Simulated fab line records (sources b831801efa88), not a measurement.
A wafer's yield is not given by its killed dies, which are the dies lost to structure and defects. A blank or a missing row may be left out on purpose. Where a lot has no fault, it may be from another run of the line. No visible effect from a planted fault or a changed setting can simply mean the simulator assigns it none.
fab line records / flow gf180mcu
[record] lots = 13 wafers = 39 last_day = 34
route steps=602 shown MVSD@70 CONTACT@311 M1@330 V1@336
lots that met no fault: from a run of the same line without faults
start_h: hours from the record's opening day to when the first of the lot's shown wafers began / wait_h: hours elapsed since this lot's preceding step / " unchanged from the row above / L1.1+2: several wafers, shown together as one row / - no value, or no start was given / * or withheld: withheld / < > ~ a bound
route shown NAME@n: NAME is a module with steps in the file, n the number in the route of the first one / usual: average and standard deviation across the fault-free wafers / same: alike in all rows / chamber/n: place in a boat / sites: the reading at each site / _std_site: standard deviation of those values / _edge_site: outer sites' mean less inner sites' / radius_mm: how far each site lies from the wafer's centre / mask NAME#n: copy n / behind: the last tool/chamber to shape the wafer / hold: cause of the lot's hold/its duration in hours/its outcome / device: the transistor (n, p or np) that didn't switch / end of line: the tests these same wafers got at the end of their route / for a step that has no rows: nothing shown but its recipe / killed: the dies lost at the first sort to structure and to defects; this is not the yield of the wafer / map: the dies of a wafer, with x for killed, . for not killed, _ for no die there
set.NAME: the run value of the setting; set.NAME@STEP: its run value at that earlier step / model.NAME: the simulator's own value behind a step, which no gauge read
steps of the route over a sample of lots; a table a step, a row a wafer
services: the hour from which a tool's chamber was out of use, counted from the record's first day as start_h (under 0 if before that day), plus the number of hours and why
[[steps]]
[step GF_MVSD_EXPOSE_04]
[recipe] mask_id = MVSD target_cd_nm = 1000 na = 0.6 source_shape = conventional sigma_outer = 0.6 dose_mj = 260
[same] sigma_outer = 0.6
lot.wafer=L456.1+4+6 tool=iline_stepper-02 chamber=0 start_h=76.64 wait_h=- mask=MVSD#0
lot.wafer=L457.1+3+5 tool=iline_stepper-02 chamber=0 start_h=81.29 wait_h=- mask=MVSD#0
lot.wafer=L458.1+4+6 tool=iline_stepper-01 chamber=0 start_h=87.81 wait_h=- mask=MVSD#0
lot.wafer=L459.1+3+4 tool=iline_stepper-01 chamber=0 start_h=92.29 wait_h=- mask=MVSD#0
lot.wafer=L462.3+5+6 tool=iline_stepper-01 chamber=0 start_h=110.87 wait_h=- mask=MVPSD#0
lot.wafer=L470.2+4+5 tool=iline_stepper-02 chamber=0 start_h=153.99 wait_h=- mask=MVSD#0
lot.wafer=L471.3+4+6 tool=iline_stepper-01 chamber=0 start_h=161.69 wait_h=- mask=MVSD#0
lot.wafer=L472.3+5+6 tool=iline_stepper-02 chamber=0 start_h=167.89 wait_h=- mask=MVSD#0
lot.wafer=L473.2+4+5 tool=iline_stepper-01 chamber=0 start_h=172.62 wait_h=- mask=MVSD#0
lot.wafer=L475.1+2+6 tool=iline_stepper-01 chamber=0 start_h=184.87 wait_h=- mask=MVSD#0
lot.wafer=L476.1+2+3 tool=iline_stepper-02 chamber=0 start_h=188.90 wait_h=- mask=MVSD#0
lot.wafer=L477.1+4+6 tool=iline_stepper-02 chamber=0 start_h=195.38 wait_h=- mask=MVSD#0
lot.wafer=L479.1+3+4 tool=iline_stepper-01 chamber=0 start_h=207.60 wait_h=- mask=MVSD#0
[step GF_MVSD_OVL_MEAS_07]
[usual] MVSD_OVL = 0.3/1.4
lot.wafer=L456.1 tool=overlay-02 chamber=- start_h=83.63 wait_h=- MVSD_OVL[nm]=1.0
lot.wafer=L456.4 tool=overlay-02 chamber=- start_h=83.63 wait_h=- MVSD_OVL[nm]=1.1
lot.wafer=L456.6 tool=overlay-02 chamber=- start_h=83.63 wait_h=- MVSD_OVL[nm]=0.7
lot.wafer=L457.1 tool=overlay-02 chamber=- start_h=88.04 wait_h=- MVSD_OVL[nm]=0.9
lot.wafer=L457.3 tool=overlay-02 chamber=- start_h=88.04 wait_h=- MVSD_OVL[nm]=-0.7
lot.wafer=L457.5 tool=overlay-02 chamber=- start_h=88.04 wait_h=- MVSD_OVL[nm]=0.3
lot.wafer=L458.1 tool=overlay-02 chamber=- start_h=94.58 wait_h=- MVSD_OVL[nm]=-2.4
lot.wafer=L458.4 tool=overlay-02 chamber=- start_h=94.58 wait_h=- MVSD_OVL[nm]=-2.0
lot.wafer=L458.6 tool=overlay-02 chamber=- start_h=94.58 wait_h=- MVSD_OVL[nm]=-2.1
lot.wafer=L459.1 tool=overlay-01 chamber=- start_h=99.38 wait_h=- MVSD_OVL[nm]=-2.1
lot.wafer=L459.3 tool=overlay-01 chamber=- start_h=99.38 wait_h=- MVSD_OVL[nm]=-1.2
lot.wafer=L459.4 tool=overlay-01 chamber=- start_h=99.38 wait_h=- MVSD_OVL[nm]=-2.6
lot.wafer=L462.3 tool=overlay-01 chamber=- start_h=118.04 wait_h=- MVSD_OVL[nm]=-
lot.wafer=L462.5 tool=overlay-01 chamber=- start_h=118.04 wait_h=- MVSD_OVL[nm]=-
lot.wafer=L462.6 tool=overlay-01 chamber=- start_h=118.04 wait_h=- MVSD_OVL[nm]=-
lot.wafer=L470.2 tool=overlay-02 chamber=- start_h=161.35 wait_h=- MVSD_OVL[nm]=0.7
lot.wafer=L470.4 tool=overlay-02 chamber=- start_h=161.35 wait_h=- MVSD_OVL[nm]=1.8
lot.wafer=L470.5 tool=overlay-02 chamber=- start_h=161.35 wait_h=- MVSD_OVL[nm]=1.4
lot.wafer=L471.3 tool=overlay-02 chamber=- start_h=169.74 wait_h=- MVSD_OVL[nm]=0.5
lot.wafer=L471.4 tool=overlay-02 chamber=- start_h=169.74 wait_h=- MVSD_OVL[nm]=0.1
lot.wafer=L471.6 tool=overlay-02 chamber=- start_h=169.74 wait_h=- MVSD_OVL[nm]=-0.6
lot.wafer=L472.3 tool=overlay-02 chamber=- start_h=176.24 wait_h=- MVSD_OVL[nm]=2.7
lot.wafer=L472.5 tool=overlay-02 chamber=- start_h=176.24 wait_h=- MVSD_OVL[nm]=1.9
lot.wafer=L472.6 tool=overlay-02 chamber=- start_h=176.24 wait_h=- MVSD_OVL[nm]=1.8
lot.wafer=L473.2 tool=overlay-02 chamber=- start_h=180.38 wait_h=- MVSD_OVL[nm]=0.1
lot.wafer=L473.4 tool=overlay-02 chamber=- start_h=180.38 wait_h=- MVSD_OVL[nm]=-0.2
lot.wafer=L473.5 tool=overlay-02 chamber=- start_h=180.38 wait_h=- MVSD_OVL[nm]=0.4
lot.wafer=L475.1 tool=overlay-02 chamber=- start_h=192.58 wait_h=- MVSD_OVL[nm]=-1.2
lot.wafer=L475.2 tool=overlay-02 chamber=- start_h=192.58 wait_h=- MVSD_OVL[nm]=0.3
lot.wafer=L475.6 tool=overlay-02 chamber=- start_h=192.58 wait_h=- MVSD_OVL[nm]=0.3
lot.wafer=L476.1 tool=overlay-01 chamber=- start_h=197.08 wait_h=- MVSD_OVL[nm]=0.5
lot.wafer=L476.2 tool=overlay-01 chamber=- start_h=197.08 wait_h=- MVSD_OVL[nm]=1.9
lot.wafer=L476.3 tool=overlay-01 chamber=- start_h=197.08 wait_h=- MVSD_OVL[nm]=0.2
lot.wafer=L477.1 tool=overlay-01 chamber=- start_h=204.02 wait_h=- MVSD_OVL[nm]=2.1
lot.wafer=L477.4 tool=overlay-01 chamber=- start_h=204.02 wait_h=- MVSD_OVL[nm]=1.0
lot.wafer=L477.6 tool=overlay-01 chamber=- start_h=204.02 wait_h=- MVSD_OVL[nm]=1.5
lot.wafer=L479.1 tool=overlay-02 chamber=- start_h=216.33 wait_h=- MVSD_OVL[nm]=0.2
lot.wafer=L479.3 tool=overlay-02 chamber=- start_h=216.33 wait_h=- MVSD_OVL[nm]=-0.4
lot.wafer=L479.4 tool=overlay-02 chamber=- start_h=216.33 wait_h=- MVSD_OVL[nm]=0.0
[step GF_MVSD_TW_MEAS_11]
[usual] MVSD_TW = 1575/14
lot.wafer=L456.1 tool=film_metro-01 chamber=- start_h=84.06 wait_h=0.1 hold=- MVSD_TW=1569
lot.wafer=L456.4 tool=film_metro-01 chamber=- start_h=84.06 wait_h=0.1 hold=- MVSD_TW=1581
lot.wafer=L456.6 tool=film_metro-01 chamber=- start_h=84.06 wait_h=0.1 hold=- MVSD_TW=1574
lot.wafer=L457.1 tool=film_metro-01 chamber=- start_h=88.48 wait_h=0.1 hold=- MVSD_TW=1583
lot.wafer=L457.3 tool=film_metro-01 chamber=- start_h=88.48 wait_h=0.1 hold=- MVSD_TW=1577
lot.wafer=L457.5 tool=film_metro-01 chamber=- start_h=88.48 wait_h=0.1 hold=- MVSD_TW=1578
lot.wafer=L458.1 tool=film_metro-01 chamber=- start_h=95.01 wait_h=0.1 hold=- MVSD_TW=1573
lot.wafer=L458.4 tool=film_metro-01 chamber=- start_h=95.01 wait_h=0.1 hold=- MVSD_TW=1581
lot.wafer=L458.6 tool=film_metro-01 chamber=- start_h=95.01 wait_h=0.1 hold=- MVSD_TW=1569
lot.wafer=L459.1 tool=film_metro-03 chamber=- start_h=99.81 wait_h=0.1 hold=- MVSD_TW=1589
lot.wafer=L459.3 tool=film_metro-03 chamber=- start_h=99.81 wait_h=0.1 hold=- MVSD_TW=1591
lot.wafer=L459.4 tool=film_metro-03 chamber=- start_h=99.81 wait_h=0.1 hold=- MVSD_TW=1592
lot.wafer=L462.3 tool=film_metro-01 chamber=- start_h=118.48 wait_h=0.1 hold=await_dispo/0.2h/release MVSD_TW=30
lot.wafer=L462.5 tool=film_metro-01 chamber=- start_h=118.48 wait_h=0.1 hold=await_dispo/0.2h/release MVSD_TW=30
lot.wafer=L462.6 tool=film_metro-01 chamber=- start_h=118.48 wait_h=0.1 hold=await_dispo/0.2h/release MVSD_TW=30
lot.wafer=L462.3 tool=film_metro-01 chamber=- start_h=118.71 wait_h=0.2 hold=- MVSD_TW=30
lot.wafer=L462.5 tool=film_metro-01 chamber=- start_h=118.71 wait_h=0.2 hold=- MVSD_TW=30
lot.wafer=L462.6 tool=film_metro-01 chamber=- start_h=118.71 wait_h=0.2 hold=- MVSD_TW=30
lot.wafer=L470.2 tool=film_metro-04 chamber=- start_h=161.79 wait_h=0.1 hold=- MVSD_TW=1554
lot.wafer=L470.4 tool=film_metro-04 chamber=- start_h=161.79 wait_h=0.1 hold=- MVSD_TW=1557
lot.wafer=L470.5 tool=film_metro-04 chamber=- start_h=161.79 wait_h=0.1 hold=- MVSD_TW=1560
lot.wafer=L471.3 tool=film_metro-04 chamber=- start_h=170.18 wait_h=0.1 hold=- MVSD_TW=1558
lot.wafer=L471.4 tool=film_metro-04 chamber=- start_h=170.18 wait_h=0.1 hold=- MVSD_TW=1549
lot.wafer=L471.6 tool=film_metro-04 chamber=- start_h=170.18 wait_h=0.1 hold=- MVSD_TW=1558
lot.wafer=L472.3 tool=film_metro-03 chamber=- start_h=176.68 wait_h=0.1 hold=- MVSD_TW=1596
lot.wafer=L472.5 tool=film_metro-03 chamber=- start_h=176.68 wait_h=0.1 hold=- MVSD_TW=1591
lot.wafer=L472.6 tool=film_metro-03 chamber=- start_h=176.68 wait_h=0.1 hold=- MVSD_TW=1590
lot.wafer=L473.2 tool=film_metro-03 chamber=- start_h=180.82 wait_h=0.1 hold=- MVSD_TW=1589
lot.wafer=L473.4 tool=film_metro-03 chamber=- start_h=180.82 wait_h=0.1 hold=- MVSD_TW=1582
lot.wafer=L473.5 tool=film_metro-03 chamber=- start_h=180.82 wait_h=0.1 hold=- MVSD_TW=1591
lot.wafer=L475.1 tool=film_metro-03 chamber=- start_h=193.01 wait_h=0.1 hold=- MVSD_TW=1579
lot.wafer=L475.2 tool=film_metro-03 chamber=- start_h=193.01 wait_h=0.1 hold=- MVSD_TW=1588
lot.wafer=L475.6 tool=film_metro-03 chamber=- start_h=193.01 wait_h=0.1 hold=- MVSD_TW=1571
lot.wafer=L476.1 tool=film_metro-03 chamber=- start_h=197.51 wait_h=0.1 hold=- MVSD_TW=1590
lot.wafer=L476.2 tool=film_metro-03 chamber=- start_h=197.51 wait_h=0.1 hold=- MVSD_TW=1598
lot.wafer=L476.3 tool=film_metro-03 chamber=- start_h=197.51 wait_h=0.1 hold=- MVSD_TW=1593
lot.wafer=L477.1 tool=film_metro-04 chamber=- start_h=204.46 wait_h=0.1 hold=- MVSD_TW=1552
lot.wafer=L477.4 tool=film_metro-04 chamber=- start_h=204.46 wait_h=0.1 hold=- MVSD_TW=1547
lot.wafer=L477.6 tool=film_metro-04 chamber=- start_h=204.46 wait_h=0.1 hold=- MVSD_TW=1546
lot.wafer=L479.1 tool=film_metro-03 chamber=- start_h=216.76 wait_h=0.1 hold=- MVSD_TW=1593
lot.wafer=L479.3 tool=film_metro-03 chamber=- start_h=216.76 wait_h=0.1 hold=- MVSD_TW=1593
lot.wafer=L479.4 tool=film_metro-03 chamber=- start_h=216.76 wait_h=0.1 hold=- MVSD_TW=1587
[step GF_CONTACT_CVD_24]
[recipe] material = W target_thk_nm = 300 time_s = 90.339 temp_c = 398.3 pressure_torr = 40
[usual] heater_power_w = 829/78 susceptor_temp_C = 398.31/0.22
[same] time_s = 90.339
lot.wafer=L456.1 tool=cvd_w-01 chamber=0 start_h=361.81 wait_h=0.0 heater_power_w=900 susceptor_temp_C=398.31
lot.wafer=L456.4 tool=cvd_w-01 chamber=0 start_h=361.81 wait_h=0.0 heater_power_w=861 susceptor_temp_C=398.27
lot.wafer=L456.6 tool=cvd_w-01 chamber=0 start_h=361.81 wait_h=0.0 heater_power_w=890 susceptor_temp_C=398.02
lot.wafer=L457.1 tool=cvd_w-01 chamber=1 start_h=378.40 wait_h=0.0 heater_power_w=846 susceptor_temp_C=398.47
lot.wafer=L457.3 tool=cvd_w-01 chamber=0 start_h=378.40 wait_h=0.0 heater_power_w=866 susceptor_temp_C=398.39
lot.wafer=L457.5 tool=cvd_w-01 chamber=0 start_h=378.40 wait_h=0.0 heater_power_w=852 susceptor_temp_C=398.72
lot.wafer=L458.1 tool=cvd_w-01 chamber=1 start_h=381.94 wait_h=0.0 heater_power_w=839 susceptor_temp_C=398.07
lot.wafer=L458.4 tool=cvd_w-01 chamber=1 start_h=381.94 wait_h=0.0 heater_power_w=825 susceptor_temp_C=398.14
lot.wafer=L458.6 tool=cvd_w-01 chamber=0 start_h=381.94 wait_h=0.0 heater_power_w=879 susceptor_temp_C=398.53
lot.wafer=L459.1 tool=cvd_w-02 chamber=0 start_h=387.84 wait_h=0.0 heater_power_w=885 susceptor_temp_C=398.23
lot.wafer=L459.3 tool=cvd_w-02 chamber=1 start_h=387.84 wait_h=0.0 heater_power_w=704 susceptor_temp_C=398.66
lot.wafer=L459.4 tool=cvd_w-02 chamber=0 start_h=387.84 wait_h=0.0 heater_power_w=925 susceptor_temp_C=397.74
lot.wafer=L470.2 tool=cvd_w-02 chamber=0 start_h=489.13 wait_h=0.1 heater_power_w=885 susceptor_temp_C=398.45
lot.wafer=L470.4 tool=cvd_w-02 chamber=0 start_h=489.13 wait_h=0.1 heater_power_w=888 susceptor_temp_C=398.12
lot.wafer=L470.5 tool=cvd_w-02 chamber=0 start_h=489.13 wait_h=0.1 heater_power_w=899 susceptor_temp_C=398.40
lot.wafer=L471.3 tool=cvd_w-01 chamber=0 start_h=509.01 wait_h=0.1 heater_power_w=875 susceptor_temp_C=397.90
lot.wafer=L471.4 tool=cvd_w-01 chamber=1 start_h=509.01 wait_h=0.1 heater_power_w=793 susceptor_temp_C=398.70
lot.wafer=L471.6 tool=cvd_w-01 chamber=1 start_h=509.01 wait_h=0.1 heater_power_w=772 susceptor_temp_C=398.43
lot.wafer=L472.3 tool=cvd_w-01 chamber=0 start_h=510.84 wait_h=0.1 heater_power_w=867 susceptor_temp_C=398.26
lot.wafer=L472.5 tool=cvd_w-01 chamber=0 start_h=510.84 wait_h=0.1 heater_power_w=885 susceptor_temp_C=398.16
lot.wafer=L472.6 tool=cvd_w-01 chamber=1 start_h=510.84 wait_h=0.1 heater_power_w=783 susceptor_temp_C=398.59
lot.wafer=L473.2 tool=cvd_w-02 chamber=1 start_h=513.02 wait_h=0.1 heater_power_w=705 susceptor_temp_C=398.24
lot.wafer=L473.4 tool=cvd_w-02 chamber=1 start_h=513.02 wait_h=0.1 heater_power_w=709 susceptor_temp_C=398.18
lot.wafer=L473.5 tool=cvd_w-02 chamber=1 start_h=513.02 wait_h=0.1 heater_power_w=713 susceptor_temp_C=398.07
lot.wafer=L476.1 tool=cvd_w-01 chamber=0 start_h=537.04 wait_h=0.0 heater_power_w=864 susceptor_temp_C=398.49
lot.wafer=L476.2 tool=cvd_w-01 chamber=1 start_h=537.04 wait_h=0.0 heater_power_w=798 susceptor_temp_C=397.84
lot.wafer=L476.3 tool=cvd_w-01 chamber=1 start_h=537.04 wait_h=0.0 heater_power_w=770 susceptor_temp_C=397.94
lot.wafer=L475.1 tool=cvd_w-02 chamber=0 start_h=537.35 wait_h=0.0 heater_power_w=893 susceptor_temp_C=398.00
lot.wafer=L475.2 tool=cvd_w-02 chamber=1 start_h=537.35 wait_h=0.0 heater_power_w=697 susceptor_temp_C=398.24
lot.wafer=L475.6 tool=cvd_w-02 chamber=1 start_h=537.35 wait_h=0.0 heater_power_w=720 susceptor_temp_C=398.48
lot.wafer=L477.1 tool=cvd_w-01 chamber=0 start_h=542.49 wait_h=0.0 heater_power_w=887 susceptor_temp_C=397.94
lot.wafer=L477.4 tool=cvd_w-01 chamber=1 start_h=542.49 wait_h=0.0 heater_power_w=798 susceptor_temp_C=398.26
lot.wafer=L477.6 tool=cvd_w-01 chamber=0 start_h=542.49 wait_h=0.0 heater_power_w=877 susceptor_temp_C=398.24
lot.wafer=L479.1 tool=cvd_w-01 chamber=0 start_h=559.70 wait_h=0.0 heater_power_w=855 susceptor_temp_C=397.88
lot.wafer=L479.3 tool=cvd_w-01 chamber=1 start_h=559.70 wait_h=0.0 heater_power_w=780 susceptor_temp_C=398.40
lot.wafer=L479.4 tool=cvd_w-01 chamber=0 start_h=559.70 wait_h=0.0 heater_power_w=876 susceptor_temp_C=398.08
[step GF_M1_OVL_MEAS_15]
[usual] M1_OVL = 2/5.2
lot.wafer=L456.1 tool=overlay-01 chamber=- start_h=385.69 wait_h=0.1 M1_OVL[nm]=-11
lot.wafer=L456.4 tool=overlay-01 chamber=- start_h=385.69 wait_h=0.1 M1_OVL[nm]=-11
lot.wafer=L456.6 tool=overlay-01 chamber=- start_h=385.69 wait_h=0.1 M1_OVL[nm]=-7
lot.wafer=L457.1 tool=overlay-01 chamber=- start_h=402.04 wait_h=0.1 M1_OVL[nm]=-7
lot.wafer=L457.3 tool=overlay-01 chamber=- start_h=402.04 wait_h=0.1 M1_OVL[nm]=-1
lot.wafer=L457.5 tool=overlay-01 chamber=- start_h=402.04 wait_h=0.1 M1_OVL[nm]=-2
lot.wafer=L458.1 tool=overlay-01 chamber=- start_h=405.39 wait_h=0.1 M1_OVL[nm]=1
lot.wafer=L458.4 tool=overlay-01 chamber=- start_h=405.39 wait_h=0.1 M1_OVL[nm]=-3
lot.wafer=L458.6 tool=overlay-01 chamber=- start_h=405.39 wait_h=0.1 M1_OVL[nm]=0
lot.wafer=L459.1 tool=overlay-01 chamber=- start_h=412.14 wait_h=0.1 M1_OVL[nm]=-2
lot.wafer=L459.3 tool=overlay-01 chamber=- start_h=412.14 wait_h=0.1 M1_OVL[nm]=0
lot.wafer=L459.4 tool=overlay-01 chamber=- start_h=412.14 wait_h=0.1 M1_OVL[nm]=-4
lot.wafer=L470.2 tool=overlay-02 chamber=- start_h=513.40 wait_h=0.1 M1_OVL[nm]=3
lot.wafer=L470.4 tool=overlay-02 chamber=- start_h=513.40 wait_h=0.1 M1_OVL[nm]=3
lot.wafer=L470.5 tool=overlay-02 chamber=- start_h=513.40 wait_h=0.1 M1_OVL[nm]=9
lot.wafer=L471.3 tool=overlay-02 chamber=- start_h=533.30 wait_h=0.1 M1_OVL[nm]=7
lot.wafer=L471.4 tool=overlay-02 chamber=- start_h=533.30 wait_h=0.1 M1_OVL[nm]=3
lot.wafer=L471.6 tool=overlay-02 chamber=- start_h=533.30 wait_h=0.1 M1_OVL[nm]=9
lot.wafer=L472.3 tool=overlay-02 chamber=- start_h=534.75 wait_h=0.1 M1_OVL[nm]=2
lot.wafer=L472.5 tool=overlay-02 chamber=- start_h=534.75 wait_h=0.1 M1_OVL[nm]=1
lot.wafer=L472.6 tool=overlay-02 chamber=- start_h=534.75 wait_h=0.1 M1_OVL[nm]=2
lot.wafer=L473.2 tool=overlay-02 chamber=- start_h=536.80 wait_h=0.1 M1_OVL[nm]=7
lot.wafer=L473.4 tool=overlay-02 chamber=- start_h=536.80 wait_h=0.1 M1_OVL[nm]=8
lot.wafer=L473.5 tool=overlay-02 chamber=- start_h=536.80 wait_h=0.1 M1_OVL[nm]=4
lot.wafer=L476.1 tool=overlay-01 chamber=- start_h=560.59 wait_h=0.1 M1_OVL[nm]=4
lot.wafer=L476.2 tool=overlay-01 chamber=- start_h=560.59 wait_h=0.1 M1_OVL[nm]=5
lot.wafer=L476.3 tool=overlay-01 chamber=- start_h=560.59 wait_h=0.1 M1_OVL[nm]=-1
lot.wafer=L475.1 tool=overlay-01 chamber=- start_h=560.94 wait_h=0.1 M1_OVL[nm]=3
lot.wafer=L475.2 tool=overlay-01 chamber=- start_h=560.94 wait_h=0.1 M1_OVL[nm]=9
lot.wafer=L475.6 tool=overlay-01 chamber=- start_h=560.94 wait_h=0.1 M1_OVL[nm]=7
lot.wafer=L477.1 tool=overlay-01 chamber=- start_h=565.64 wait_h=0.1 M1_OVL[nm]=3
lot.wafer=L477.4 tool=overlay-01 chamber=- start_h=565.64 wait_h=0.1 M1_OVL[nm]=5
lot.wafer=L477.6 tool=overlay-01 chamber=- start_h=565.64 wait_h=0.1 M1_OVL[nm]=5
lot.wafer=L479.1 tool=overlay-02 chamber=- start_h=582.64 wait_h=0.1 M1_OVL[nm]=2
lot.wafer=L479.3 tool=overlay-02 chamber=- start_h=582.64 wait_h=0.1 M1_OVL[nm]=0
lot.wafer=L479.4 tool=overlay-02 chamber=- start_h=582.64 wait_h=0.1 M1_OVL[nm]=2
[step GF_V1_THK_MEAS_01]
[recipe] reads = SiO2_of_V1_CVD_00
[usual] V1_CVD_00_THK = 601/5.1
lot.wafer=L456.1 tool=film_metro-01 chamber=- start_h=386.49 wait_h=0.0 V1_CVD_00_THK[nm]=597
lot.wafer=L456.4 tool=film_metro-01 chamber=- start_h=386.49 wait_h=0.0 V1_CVD_00_THK[nm]=599
lot.wafer=L456.6 tool=film_metro-01 chamber=- start_h=386.49 wait_h=0.0 V1_CVD_00_THK[nm]=595
lot.wafer=L457.1 tool=film_metro-02 chamber=- start_h=402.80 wait_h=0.0 V1_CVD_00_THK[nm]=610
lot.wafer=L457.3 tool=film_metro-02 chamber=- start_h=402.80 wait_h=0.0 V1_CVD_00_THK[nm]=606
lot.wafer=L457.5 tool=film_metro-02 chamber=- start_h=402.80 wait_h=0.0 V1_CVD_00_THK[nm]=608
lot.wafer=L458.1 tool=film_metro-02 chamber=- start_h=406.25 wait_h=0.1 V1_CVD_00_THK[nm]=601
lot.wafer=L458.4 tool=film_metro-02 chamber=- start_h=406.25 wait_h=0.1 V1_CVD_00_THK[nm]=600
lot.wafer=L458.6 tool=film_metro-02 chamber=- start_h=406.25 wait_h=0.1 V1_CVD_00_THK[nm]=602
lot.wafer=L459.1 tool=film_metro-02 chamber=- start_h=412.89 wait_h=0.0 V1_CVD_00_THK[nm]=611
lot.wafer=L459.3 tool=film_metro-02 chamber=- start_h=412.89 wait_h=0.0 V1_CVD_00_THK[nm]=605
lot.wafer=L459.4 tool=film_metro-02 chamber=- start_h=412.89 wait_h=0.0 V1_CVD_00_THK[nm]=604
lot.wafer=L470.2 tool=film_metro-04 chamber=- start_h=514.16 wait_h=0.0 V1_CVD_00_THK[nm]=595
lot.wafer=L470.4 tool=film_metro-04 chamber=- start_h=514.16 wait_h=0.0 V1_CVD_00_THK[nm]=595
lot.wafer=L470.5 tool=film_metro-04 chamber=- start_h=514.16 wait_h=0.0 V1_CVD_00_THK[nm]=606
lot.wafer=L471.3 tool=film_metro-04 chamber=- start_h=534.07 wait_h=0.1 V1_CVD_00_THK[nm]=597
lot.wafer=L471.4 tool=film_metro-04 chamber=- start_h=534.07 wait_h=0.1 V1_CVD_00_THK[nm]=598
lot.wafer=L471.6 tool=film_metro-04 chamber=- start_h=534.07 wait_h=0.1 V1_CVD_00_THK[nm]=604
lot.wafer=L472.3 tool=film_metro-04 chamber=- start_h=535.51 wait_h=0.1 V1_CVD_00_THK[nm]=605
lot.wafer=L472.5 tool=film_metro-04 chamber=- start_h=535.51 wait_h=0.1 V1_CVD_00_THK[nm]=608
lot.wafer=L472.6 tool=film_metro-04 chamber=- start_h=535.51 wait_h=0.1 V1_CVD_00_THK[nm]=607
lot.wafer=L473.2 tool=film_metro-02 chamber=- start_h=537.56 wait_h=0.0 V1_CVD_00_THK[nm]=602
lot.wafer=L473.4 tool=film_metro-02 chamber=- start_h=537.56 wait_h=0.0 V1_CVD_00_THK[nm]=606
lot.wafer=L473.5 tool=film_metro-02 chamber=- start_h=537.56 wait_h=0.0 V1_CVD_00_THK[nm]=602
lot.wafer=L476.1 tool=film_metro-02 chamber=- start_h=561.35 wait_h=0.0 V1_CVD_00_THK[nm]=601
lot.wafer=L476.2 tool=film_metro-02 chamber=- start_h=561.35 wait_h=0.0 V1_CVD_00_THK[nm]=594
lot.wafer=L476.3 tool=film_metro-02 chamber=- start_h=561.35 wait_h=0.0 V1_CVD_00_THK[nm]=599
lot.wafer=L475.1 tool=film_metro-04 chamber=- start_h=561.73 wait_h=0.1 V1_CVD_00_THK[nm]=597
lot.wafer=L475.2 tool=film_metro-04 chamber=- start_h=561.73 wait_h=0.1 V1_CVD_00_THK[nm]=606
lot.wafer=L475.6 tool=film_metro-04 chamber=- start_h=561.73 wait_h=0.1 V1_CVD_00_THK[nm]=596
lot.wafer=L477.1 tool=film_metro-01 chamber=- start_h=566.43 wait_h=0.1 V1_CVD_00_THK[nm]=608
lot.wafer=L477.4 tool=film_metro-01 chamber=- start_h=566.43 wait_h=0.1 V1_CVD_00_THK[nm]=598
lot.wafer=L477.6 tool=film_metro-01 chamber=- start_h=566.43 wait_h=0.1 V1_CVD_00_THK[nm]=600
lot.wafer=L479.1 tool=film_metro-01 chamber=- start_h=583.43 wait_h=0.0 V1_CVD_00_THK[nm]=593
lot.wafer=L479.3 tool=film_metro-01 chamber=- start_h=583.43 wait_h=0.0 V1_CVD_00_THK[nm]=597
lot.wafer=L479.4 tool=film_metro-01 chamber=- start_h=583.43 wait_h=0.0 V1_CVD_00_THK[nm]=598
[[services]]
tool=cvd_w-01 chamber=- start_h=60.17 hours=0.4 kind=repair
tool=cvd_w-01 chamber=0 start_h=63.78 hours=3.2 kind=repair
tool=iline_stepper-01 chamber=- start_h=64.78 hours=7.3 kind=repair
tool=iline_stepper-01 chamber=- start_h=72.07 hours=1.7 kind=pm
tool=iline_stepper-02 chamber=- start_h=85.86 hours=8.9 kind=pm
tool=cvd_w-01 chamber=0 start_h=109.00 hours=5.1 kind=repair
tool=iline_stepper-02 chamber=- start_h=125.51 hours=1.7 kind=pm
tool=iline_stepper-01 chamber=- start_h=129.70 hours=4.4 kind=repair
tool=iline_stepper-02 chamber=- start_h=185.42 hours=2.5 kind=repair
tool=iline_stepper-02 chamber=- start_h=268.72 hours=9.1 kind=repair
tool=cvd_w-01 chamber=- start_h=275.46 hours=2.8 kind=pm
tool=iline_stepper-01 chamber=- start_h=283.23 hours=1.7 kind=pm
tool=iline_stepper-02 chamber=- start_h=284.93 hours=4.4 kind=pm
tool=cvd_w-01 chamber=- start_h=335.02 hours=6.9 kind=pm
tool=cvd_w-01 chamber=- start_h=380.67 hours=1.2 kind=repair
tool=cvd_w-01 chamber=- start_h=390.00 hours=14.0 kind=pm
tool=iline_stepper-01 chamber=- start_h=452.42 hours=2.1 kind=pm
tool=cvd_w-01 chamber=- start_h=456.43 hours=0.9 kind=repair
tool=cvd_w-01 chamber=- start_h=460.97 hours=0.2 kind=repair
tool=iline_stepper-02 chamber=- start_h=465.25 hours=5.6 kind=repair
tool=cvd_w-01 chamber=1 start_h=471.92 hours=11.9 kind=repair
tool=iline_stepper-01 chamber=- start_h=501.41 hours=1.7 kind=pm
tool=cvd_w-01 chamber=- start_h=501.65 hours=1.2 kind=repair
tool=iline_stepper-02 chamber=- start_h=505.70 hours=2.1 kind=repair
[[key]]
[first_sign] step = GF_MVSD_EXPOSE_04 reading = mask direction = changed
[effect] step = GF_MVSD_OVL_MEAS_07 reading = MVSD_OVL direction = missing
[effect] step = GF_MVSD_TW_MEAS_11 reading = visit direction = added
[effect] step = GF_MVSD_TW_MEAS_11 reading = MVSD_TW direction = down sigmas = 99+ usual = 1575 struck = 30
met_at GF_MVSD_EXPOSE_04
struck_lots L462
scrapped_behind GF_MVSD_TW_MEAS_11 L462.3,L462.5,L462.6
not_acting_at GF_CONTACT_CVD_24,GF_M1_OVL_MEAS_15,GF_V1_THK_MEAS_01
onset_between 92.29 110.87
[fault] kind = wrong_mask tool = any chamber = - onset_h = 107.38 steps = GF_MVSD_EXPOSE_04 aux_copy = MVPSD#0 scope = struck_lots_only
